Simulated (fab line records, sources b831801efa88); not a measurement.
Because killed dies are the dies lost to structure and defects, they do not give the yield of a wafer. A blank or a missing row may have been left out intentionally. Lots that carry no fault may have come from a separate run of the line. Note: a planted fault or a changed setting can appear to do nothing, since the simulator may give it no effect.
Which tool was responsible? -- flow sky130 -- 39 wafers from 13 lots sampled at 2 of the route's 708 steps

## WHAT EACH GAUGE READ, for each wafer
SKY_LOCAL_INTERCONNECT_THK_MEAS_02: measures by xrf. Usual: for LOCAL_INTERCONNECT_TIN_THK the level is 100.8 nm and the standard deviation is 1.1.
lot,measured,on,LOCAL_INTERCONNECT_TIN_THK (nm),flag
L256,day 30 14:02,film_metro-01,101.1 100.0 100.9,
L257,day 30 16:35,film_metro-03,101.3 100.3 99.7,
L258,day 31 05:57,film_metro-01,102.4 101.9 102.6,
L262,day 32 12:46,film_metro-02,103.2 102.4 102.1,
L263,day 32 20:55,film_metro-03,99.8 99.5 99.4,
L265,day 33 21:48,film_metro-03,100.4 101.4 100.9,
L266,day 33 22:40,film_metro-01,98.2 100.0 98.7,
L269,day 34 18:24,film_metro-03,99.4 98.7 98.0,
L271,day 35 09:38,film_metro-02,99.3 101.1 100.6,
L272,day 35 13:49,film_metro-01,102.1 102.0 100.7,
L274,day 36 00:49,film_metro-01,102.3 101.3 102.0,
L273,day 36 08:36,film_metro-01,102.5 102.9 100.9,
L275,day 36 15:58,film_metro-03,101.6 99.4 102.1,

## EACH LOT AND THE TOOL THAT RAN IT (in order: tool; ch and the chambers of the sampled wafers; start)
lot,SKY_LI_CONTACT_SPUTTER_19
L256,"pvd_sputter-02, day 30 13:05"
L257,"pvd_sputter-03, day 30 15:39"
L258,"pvd_sputter-03, day 31 05:00"
L262,"pvd_sputter-03, day 32 11:50"
L263,"pvd_sputter-03, day 32 19:46"
L265,"pvd_sputter-03, day 33 20:52"
L266,"pvd_sputter-02, day 33 21:44"
L269,"pvd_sputter-03, day 34 17:29"
L271,"pvd_sputter-03, day 35 08:43"
L272,"pvd_sputter-03, day 35 12:53"
L274,"pvd_sputter-03, day 35 23:53"
L273,"pvd_sputter-03, day 36 07:41"
L275,"pvd_sputter-02, day 36 15:02"
- SKY_LI_CONTACT_SPUTTER_19: material Ti, target thk 20 nm, time 106.37 s.

## WHAT THE TOOLS THEMSELVES READ (means of the sampled wafers that have a number; where no wafer has one, the mark that the record gives instead)
SKY_LI_CONTACT_SPUTTER_19. Usual: substrate_temp_c 199.97 C, standard deviation 0.16; throttle_valve_pct 29.9 %, standard deviation 0.57.
lot,tool,substrate_temp_c (C),throttle_valve_pct (%),flag
L256,pvd_sputter-02,199.91,29.8,
L257,pvd_sputter-03,199.80,29.5,
L258,pvd_sputter-03,200.04,29.5,
L262,pvd_sputter-03,199.89,30.3,
L263,pvd_sputter-03,200.05,30.0,
L265,pvd_sputter-03,200.04,29.8,
L266,pvd_sputter-02,199.86,30.0,
L269,pvd_sputter-03,200.09,30.1,
L271,pvd_sputter-03,200.11,29.8,
L272,pvd_sputter-03,199.96,29.5,
L274,pvd_sputter-03,199.93,29.7,
L273,pvd_sputter-03,199.88,29.8,
L275,pvd_sputter-02,199.91,29.9,

## THE ANSWER, worked out from the rows above alone
Rule: take the mean of a lot's wafers that have a number; if it is more than 3 standard deviations from the usual mean, the lot is off. Also off: a lot with no number at a reading for which 4 or more lots have one. All remaining lots with rows at the step are treated as sound. The gauges are gone through in route order, then the tools' own readings, and for those a lot's mean is taken as printed above. At the first step where some lot is off, the reading lying furthest off is the one used; lots without a number count as furthest.
No lot is off on any of the readings shown, so nothing can be concluded from this.

## WHAT THE SIMULATOR PUT IN
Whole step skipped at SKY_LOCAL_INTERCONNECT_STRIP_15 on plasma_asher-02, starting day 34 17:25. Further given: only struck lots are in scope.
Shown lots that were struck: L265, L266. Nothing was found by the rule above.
